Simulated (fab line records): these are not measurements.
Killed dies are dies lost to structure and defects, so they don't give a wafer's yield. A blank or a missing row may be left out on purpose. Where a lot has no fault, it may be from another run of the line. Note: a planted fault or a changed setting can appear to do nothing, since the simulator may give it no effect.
Which tool is to blame? -- flow sky130 -- 14 lots with 42 wafers sampled at 2 steps, on a route of 708 steps

WHAT THE GAUGES SHOWED, per wafer
SKY_LOCAL_INTERCONNECT_CD_MEAS_11: target cd 170 nm.
lot,measured,on,cd nm (nm)
L769,day 30 03:47,cd sem-01,169.5 169.9 169.1
L770,day 30 11:45,cd sem-01,169.1 169.0 167.4
L771,day 31 06:35,cd sem-01,173.4 172.7 170.3
L773,day 31 17:04,cd sem-02,173.2 170.8 172.4
L775,day 32 15:38,cd sem-02,166.2 167.9 164.7
L776,day 32 22:48,cd sem-01,171.0 169.8 172.6
L784,day 35 07:27,cd sem-01,171.7 169.9 171.0
L785,day 35 11:47,cd sem-01,170.4 170.1 170.8
L786,day 35 23:15,cd sem-01,170.4 170.8 172.0
L787,day 36 04:53,cd sem-01,170.2 170.9 170.7
L788,day 36 14:17,cd sem-02,170.9 169.1 170.0
L789,day 36 19:03,cd sem-02,171.3 169.4 170.5
L791,day 37 16:03,cd sem-02,172.2 171.1 170.3
L792,day 37 20:54,cd sem-02,170.3 172.3 171.9

SKY_CONTACT_CD_MEAS_14: target cd 170 nm.
lot,measured,on,cd nm (nm)
L769,day 31 08:59,cd sem-02,167.2 166.9 167.5
L770,day 31 17:17,cd sem-01,169.5 171.1 169.4
L771,day 32 11:20,cd sem-02,168.9 169.0 169.2
L773,day 32 21:35,cd sem-01,169.4 170.3 170.3
L775,day 33 19:02,cd sem-01,173.3 173.0 172.1
L776,day 34 02:23,cd sem-02,168.6 169.1 169.3
L784,day 36 11:38,cd sem-01,170.9 171.9 170.8
L785,day 36 15:04,cd sem-02,171.8 172.7 171.4
L786,day 37 03:05,cd sem-02,171.9 170.6 170.7
L787,day 37 09:00,cd sem-01,172.4 170.9 171.5
L788,day 37 17:53,cd sem-02,170.1 170.2 170.7
L789,day 37 22:11,cd sem-02,170.3 170.6 170.8
L791,day 38 18:57,cd sem-02,168.6 169.0 169.3
L792,day 38 23:58,cd sem-02,171.5 171.3 171.8

WHICH TOOL RAN EACH LOT (tool, then ch and the chambers of the sampled wafers, then the start)
The record holds no process step before these readings.

AS READ BY THE TOOLS THEMSELVES (means over the sampled wafers that have a number; for cases with no such wafer, the mark the record gives instead)
The record holds no such reading with a usual standard deviation.

THE ANSWER, worked out from the rows above alone
Rule: the usual values come from the lots themselves. Put in order of their means at a reading, lots are off if they are a third of the lots or fewer, leave a main group of 4 or more, and stand apart from it by a gap of 3 or more times the standard deviation of the main group's means; of several such gaps the widest counts. A main group is skipped when, at the precision printed for the reading in the tables above, its means are all equal. A lot without any number at a reading at which 4 lots or more have one is off too. The other lots that the step has rows for count as sound. Order of review: gauges by route order, followed by the tools' own readings, for which a lot's mean as printed above is used. The first step at which some lot is off is used, and at that step the reading that is off furthest; a lot without a number counts as furthest.
Across all readings shown, no lot is off: no conclusion can be drawn from this.

WHAT THE SIMULATOR HAD INSERTED
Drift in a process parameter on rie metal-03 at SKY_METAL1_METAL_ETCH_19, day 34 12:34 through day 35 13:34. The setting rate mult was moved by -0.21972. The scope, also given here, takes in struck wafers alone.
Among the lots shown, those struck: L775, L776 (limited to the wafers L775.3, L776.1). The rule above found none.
